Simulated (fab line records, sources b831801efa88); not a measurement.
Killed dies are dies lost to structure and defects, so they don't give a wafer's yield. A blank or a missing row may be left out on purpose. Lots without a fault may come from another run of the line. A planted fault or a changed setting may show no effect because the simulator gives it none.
Chamber matching | flow gf180mcu | GF_V2_CMP_26 on cmp-01: 4 sister chambers
The step polishes, stops on SiO2, t overpolish 15 s, target thk 0 nm. 8 wafers are shown with their chamber, then 7 later ones without.

WAFERS WITH THEIR CHAMBER
wafer  | chamber | motor_current_A (A) | time_to_endpoint_s (s)
L508.2 | 2       | 11.3                | 77
L508.4 | 1       | 10.5                | 75
L512.5 | 0       | 10.1                | 83
L513.1 | 1       | 10.8                | 79
L513.5 | 3       | 10.2                | 88
L513.6 | 2       | 11.4                | 81
L519.3 | 3       | 10.4                | 89
L519.5 | 0       | 10.4                | 81

WAFERS WITHOUT THEIR CHAMBER
wafer  | motor_current_A (A) | time_to_endpoint_s (s)
L519.6 | 10.7                | 87
L528.2 | 12.1                | 78
L528.4 | 10.9                | 77
L528.5 | 10.5                | 78
L530.1 | 10.4                | 78
L530.3 | 11.5                | 77
L530.4 | 9.9                 | 79

WHICH CHAMBER EACH WENT THROUGH
wafer  | from the rows above     | in truth
L519.6 | can't be placed: 3 or 0 | 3
L528.2 | 2                       | 2
L528.4 | can't be placed: 1 or 2 | 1
L528.5 | can't be placed: 1 or 0 | 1
L530.1 | can't be placed: 1 or 0 | 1
L530.3 | 2                       | 2
L530.4 | 0                       | 0
Placed correctly: 3 of 7. Can't be placed from these rows: 4 (the true chamber is among the candidates in 4). Placed wrongly: 0.
How it was worked out, from the rows above alone: a wafer's distance from a chamber is the root of the sum, over the readings, of the square of ((its reading less the chamber's mean) divided by the reading's scatter). The wafer belongs to the nearest chamber; if the next one is less than 2 further off, it can't be placed. A chamber's mean is the mean of its shown wafers. The scatter: the root of (the sum of the squares of (reading less its chamber's mean) over the shown wafers, divided by (wafers less chambers)).
